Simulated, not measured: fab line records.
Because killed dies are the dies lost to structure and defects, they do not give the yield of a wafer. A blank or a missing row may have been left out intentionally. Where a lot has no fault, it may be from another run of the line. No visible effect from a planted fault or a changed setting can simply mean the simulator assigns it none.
Chamber matching :: flow gf180mcu :: pecvd-02 running GF_V1_CVD_02: 3 sister chambers
The step deposits SiO2 from TEOS, target thk 850 nm, time 94.851 s. 3 wafers are shown with their chamber, then 7 later ones without.

## EACH WAFER AND ITS CHAMBER
wafer: L105.5
chamber: 2
heater power w (W): 668

wafer: L105.6
chamber: 1
heater power w (W): 616

wafer: L106.4
chamber: 0
heater power w (W): 620

## WAFERS MISSING THEIR CHAMBER
wafer: L106.5
heater power w (W): 620

wafer: L118.1
heater power w (W): 783

wafer: L118.3
heater power w (W): 577

wafer: L118.5
heater power w (W): 609

wafer: L119.2
heater power w (W): 718

wafer: L119.3
heater power w (W): 564

wafer: L119.5
heater power w (W): 603

## WHICH CHAMBER EACH WENT THROUGH
wafer: L106.5
from the rows above: can't be placed: 0 or 1 or 2
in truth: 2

wafer: L118.1
from the rows above: can't be placed: 2 or 0 or 1
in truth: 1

wafer: L118.3
from the rows above: can't be placed: 1 or 0 or 2
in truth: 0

wafer: L118.5
from the rows above: can't be placed: 1 or 0 or 2
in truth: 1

wafer: L119.2
from the rows above: can't be placed: 2 or 0 or 1
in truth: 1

wafer: L119.3
from the rows above: can't be placed: 1 or 0 or 2
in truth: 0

wafer: L119.5
from the rows above: can't be placed: 1 or 0 or 2
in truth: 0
Placed correctly: 0 of 7. Can't be placed from these rows: 7 (the true chamber is among the candidates in 7). Placed wrongly: 0.
How it was worked out, from the rows above alone: a wafer's distance from a chamber is the root of the sum, over the readings, of the square of ((its reading less the chamber's mean) divided by the reading's scatter). If the next closest chamber is less than 2 further off than the closest, the wafer can't be placed; otherwise it belongs to the closest. A chamber's mean is the mean of its shown wafers. The scatter: root of mean squared gap, hidden wafer to nearest shown wafer, with one shown wafer a chamber.
